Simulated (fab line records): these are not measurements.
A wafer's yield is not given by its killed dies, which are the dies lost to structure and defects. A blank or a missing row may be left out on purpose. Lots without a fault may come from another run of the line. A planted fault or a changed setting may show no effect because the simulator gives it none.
A struck lot beside a sound one / flow gf180mcu / 43 out of 602 route steps
Sound: the wafers L490.2, L490.4, L490.5. The struck wafers were L495.3, L495.5. At the end, the cause is stated.
Each step with rows lists, per side, the tool, then ch with its chambers, then its first start. Under that, the readings that differ: sound wafers / struck wafers / difference of the means / sigmas: that difference in standard deviations of wafers without a fault.
alike: a reading whose means differ by less than 2 such deviations, as well as words and numbers matching on both sides. not compared: withheld readings; readings where some wafer has no value; bounds like >300 that might hide an equal value; numbers whose values overlap and for which the record gives no deviation.
A row with sigmas, a row that says differs or no value, or rows on one side alone: a step with any of these is where the two part. When numbers do not overlap yet have no deviation, they are printed without sigmas and do not part them. A reading that every wafer of one side lacks parts them only if that side has two wafers or more.

GF_V4_ETCH_16: etches BARC in N2/H2.
  sound on rie_diel-01 ch 0,2,3, day 25 17:39; struck on rie_diel-01 ch 1,2, day 27 02:30
  alike: drypump_motor_current_A, oes_product_au, throttle_valve_pct
then, 1 step without rows for these wafers: GF_V4_ETCH_17 (etches SiO2 in C4F8/O2/Ar, stops on TiN, target depth 630 nm).
GF_V4_STRIP_18: strips in O2/N2.
  sound on plasma_asher-03 ch 0,1, day 25 17:47; struck on plasma_asher-03 ch 0,1, day 27 02:40
  alike: drypump_motor_current_A, heater_power_w, oes_product_au
  not compared: rf_hours_counter_h
then, 3 steps without rows for these wafers: GF_V4_STRIP_19 (strips in post etch residue remover, time 1200 s); GF_V4_CLEAN_20 (cleans in DIW); GF_V4_SPUTTER_21 (material Ti, target thk 15 nm, time 80.02 s).
GF_V4_SPUTTER_22: material TiN, target thk 10 nm, time 40 s.
  struck on pvd_sputter-03, day 27 03:14; sound on pvd_sputter-03, day 25 18:28
  alike: throttle_valve_pct
then, 1 step without rows for these wafers: GF_V4_CVD_23 (deposits W, target thk 350 nm, time 104.9 s).
GF_V4_RS_MEAS_24: the measuring method here is four-point-probe.
  struck on film_metro-03, day 27 03:26; sound on film_metro-02, day 25 18:38
  alike: V4_W_RS
GF_V4_THK_MEAS_25: measures by xrf.
  struck on film_metro-03, day 27 03:32; sound on film_metro-02, day 25 18:45
  alike: V4_W_THK
then, 2 steps without rows for these wafers: GF_V4_CMP_26 (polishes, stops on SiO2, t overpolish 15 s, target thk 0 nm); GF_MIM_SPUTTER_00 (material Ti, target thk 37.5 nm, time 150 s).
GF_MIM_SPUTTER_01: material TiN, target thk 30 nm, time 25 s.
  struck on pvd_sputter-04, day 27 03:58; sound on pvd_sputter-01, day 25 19:12
reading=model.TiN_of_MIM_SPUTTER_01.thk_nm (nm); sound=29.99 29.95 29.61; struck=36.83 37; difference=+7.07; sigmas=
  alike: throttle_valve_pct
then, 1 step without rows for these wafers: GF_MIM_SPUTTER_02 (material AlCu, target thk 450 nm, time 23.9 s).
GF_MIM_SPUTTER_03: material Ti, target thk 10 nm, time 6.7 s.
  struck on pvd_sputter-04, day 27 04:02; sound on pvd_sputter-01, day 25 19:16
  alike: throttle_valve_pct
then, 1 step without rows for these wafers: GF_MIM_SPUTTER_04 (material TiN, target thk 50 nm, time 41.7 s).
GF_MIM_CVD_05: deposits Si3N4, target thk 42 nm, time 29.086 s.
  sound on pecvd-02 ch 0,1,2, day 25 19:19; struck on pecvd-04 ch 0,1, day 27 04:05
  alike: heater_power_w
  not compared: since_wet_clean_h
GF_MIM_THK_MEAS_06:
  struck on film_metro-02, day 27 04:08; sound on film_metro-04, day 25 19:24
  alike: MIM_CVD_05_THK
then, 3 steps without rows for these wafers: GF_MIM_SPUTTER_07 (material TiN, target thk 60 nm, time 50 s); GF_MIM_SPUTTER_08 (material AlCu, target thk 200 nm, time 10.6 s); GF_MIM_SPUTTER_09 (material TiN, target thk 35 nm, time 29.2 s).
GF_MIM_RS_MEAS_10: the measuring method here is four-point-probe.
  struck on film_metro-04, day 27 04:19; sound on film_metro-04, day 25 19:34
reading=MIM_ALCU_RS (ohm/sq); sound=0.1623 0.1630 0.1632; struck=0.1566 0.1558; difference=-0.0066; sigmas=-3
GF_MIM_THK_MEAS_11: measures by xrf.
  struck on film_metro-04, day 27 04:25; sound on film_metro-04, day 25 19:41
reading=MIM_ALCU_THK (nm); sound=194.9 193.0 192.6; struck=200.7 200.1; difference=+6.9; sigmas=+3
then, 18 steps without rows for these wafers: GF_MIM_DEHYDRATE_12 (time 60 s); GF_MIM_HMDS_13 (prime time 60 s); GF_MIM_COAT_14 (resist thk 1000 nm); GF_MIM_SOFTBAKE_15 (time 60 s); GF_MIM_EXPOSE_16 (exposes mask FuseTop, target cd 2000 nm); GF_MIM_PEB_17; GF_MIM_DEVELOP_18 (develop time 60 s); GF_MIM_METAL_ETCH_19 (etches the open film in Cl2/BCl3, stops on Si3N4, target depth 324.5 nm, time 54.1 s); GF_MIM_STRIP_20 (strips in O2/N2); GF_MIM_STRIP_21 (strips in post etch residue remover, time 1200 s); GF_MIM_CLEAN_22 (cleans in DIW); GF_M5_DEHYDRATE_00 (time 60 s); GF_M5_HMDS_01 (prime time 60 s); GF_M5_COAT_02 (resist thk 1000 nm); GF_M5_SOFTBAKE_03 (time 60 s); GF_M5_EXPOSE_04 (exposes mask Metal5, target cd 280 nm); GF_M5_PEB_05 (peb time 90 s); GF_M5_DEVELOP_06 (develop time 60 s).
GF_M5_CD_MEAS_07: target cd 280 nm.
  struck on cd_sem-02, day 28 17:50; sound on cd_sem-02, day 27 15:14
  alike: cd_nm
GF_M5_METAL_ETCH_10: etches the open film in Cl2/BCl3, stops on SiO2, target depth 627.5 nm, time 104.6 s.
  sound on rie_metal-04 ch 0,1, day 27 15:24; struck on rie_metal-01 ch 1, day 28 18:01
reading=model.M5.feature_depth_nm (nm); sound=605.3 598.7 601; struck=607.8 607.5; difference=+6.0; sigmas=
  alike: drypump_motor_current_A, oes_product_au, throttle_valve_pct
  not compared: rf_hours_counter_h

== WHERE THEY PART ==
At GF_MIM_RS_MEAS_10 first; at GF_MIM_THK_MEAS_11 last (within this record only). Later steps at which nothing parts them and some readings are alike: GF_M5_CD_MEAS_07, GF_M5_METAL_ETCH_10.

WHY: what had been put in by the simulator
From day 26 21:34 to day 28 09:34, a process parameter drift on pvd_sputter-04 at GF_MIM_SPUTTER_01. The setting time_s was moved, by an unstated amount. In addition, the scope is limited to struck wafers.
